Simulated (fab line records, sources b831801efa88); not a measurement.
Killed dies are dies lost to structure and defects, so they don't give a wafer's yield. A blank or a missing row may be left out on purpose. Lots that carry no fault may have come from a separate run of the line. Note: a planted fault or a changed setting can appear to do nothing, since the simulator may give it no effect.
2 desks looking at one fault :: flow sky130 :: only its own numbers are on each desk; what lay behind them is given at the end

## FOR THE TOOL OWNER'S DESK: cvd-w-01
The tool's own readings at SKY_VIA4_CVD_18 (deposits W, target thk 505 nm, time 152.14 s): means of the sampled wafers that have a number, for each lot that ran on this tool. Any lot whose mean is over 4 standard deviations away from the usual mean is out of limits and marked OUT; that distance is given in the brackets.
Columns: A = chamber-pressure-Torr at SKY_VIA4_CVD_18, usual 40.00 Torr; B = heater-power-w at SKY_VIA4_CVD_18, usual 845 W; C = susceptor-temp-C at SKY_VIA4_CVD_18, usual 400.01 C
lot: L962
first seen here: day 43 04:40
A: 40.02
B: 818
C: 399.83

lot: L965
first seen here: day 44 04:12
A: 40.10
B: 724
C: 387.99 (-57) OUT

lot: L966
first seen here: day 44 06:23
A: 40.06
B: 721
C: 388.27 (-56) OUT

lot: L969
first seen here: day 44 22:33
A: 39.97
B: 834
C: 396.08 (-19) OUT

lot: L979
first seen here: day 47 13:19
A: 39.95
B: 820
C: 400.05

lot: L980
first seen here: day 47 17:49
A: 40.05
B: 856
C: 400.20

lot: L981
first seen here: day 48 00:26
A: 39.98
B: 818
C: 400.06

lot: L983
first seen here: day 48 13:01
A: 40.03
B: 820
C: 400.20

lot: L984
first seen here: day 48 14:19
A: 39.98
B: 830
C: 400.02
This desk finds L965, L966, L969 out of limits, L965 being first, at day 44 04:12 (susceptor-temp-C at SKY_VIA4_CVD_18). Within limits: L962, L979, L980, L981, L983, L984.

## AT THE METROLOGY DESK
Lot by lot, what the gauges showed, no matter which tool ran the lot: averages of those sampled wafers that carry a number. Any lot whose mean is over 4 standard deviations away from the usual mean is out of limits and marked OUT; that distance is given in the brackets.
Columns: A = VIA4_BOW at SKY_VIA4_BOW_MEAS_03, usual 79 um; B = VIA4_W_RS at SKY_VIA4_RS_MEAS_19, usual 0.228 ohm/sq; C = VIA4_W_THK at SKY_VIA4_THK_MEAS_20, usual 495 nm
lot: L962
first seen here: day 42 05:14
A: 85
B: 0.228
C: 493

lot: L965
first seen here: day 43 05:05
A: 80
B: 0.285 (+19) OUT
C: 394 (-16) OUT

lot: L966
first seen here: day 43 06:54
A: 63
B: 0.287 (+20) OUT
C: 395 (-15) OUT

lot: L969
first seen here: day 44 00:09
A: 87
B: 0.248 (+6.6) OUT
C: 465 (-4.6) OUT

lot: L979
first seen here: day 46 16:05
A: 82
B: 0.228
C: 489

lot: L980
first seen here: day 46 20:44
A: 82
B: 0.227
C: 494

lot: L981
first seen here: day 47 04:40
A: 77
B: 0.228
C: 496

lot: L983
first seen here: day 47 18:02
A: 82
B: 0.227
C: 496

lot: L984
first seen here: day 47 18:44
A: 78
B: 0.227
C: 493

lot: L985
first seen here: day 48 00:29
A: 82
B: 0.229
C: 490
This desk's result: L965, L966, L969 out of limits, first on L965 (VIA4_W_RS at SKY_VIA4_RS_MEAS_19), day 44 04:31. Within limits: L962, L979, L980, L981, L983, L984, L985.

## ALL TOGETHER
An alarm could have come from the tool owner's desk at day 44 04:12, on L965, L966, L969.
At day 44 04:31 the metrology desk could have sounded an alarm, on L965, L966, L969.
On cvd-w-01, each named lot ran SKY_VIA4_CVD_18.

## WHAT WAS PUT IN BY THE SIMULATOR
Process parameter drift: cvd-w-01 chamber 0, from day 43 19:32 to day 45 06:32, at SKY_VIA4_CVD_18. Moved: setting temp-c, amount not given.
Lots struck among those shown: L965, L966, L969.
Delay (hours) between the fault's onset and each desk's first out-of-limits reading: 9 at the tool owner's desk, 9 at the metrology desk.
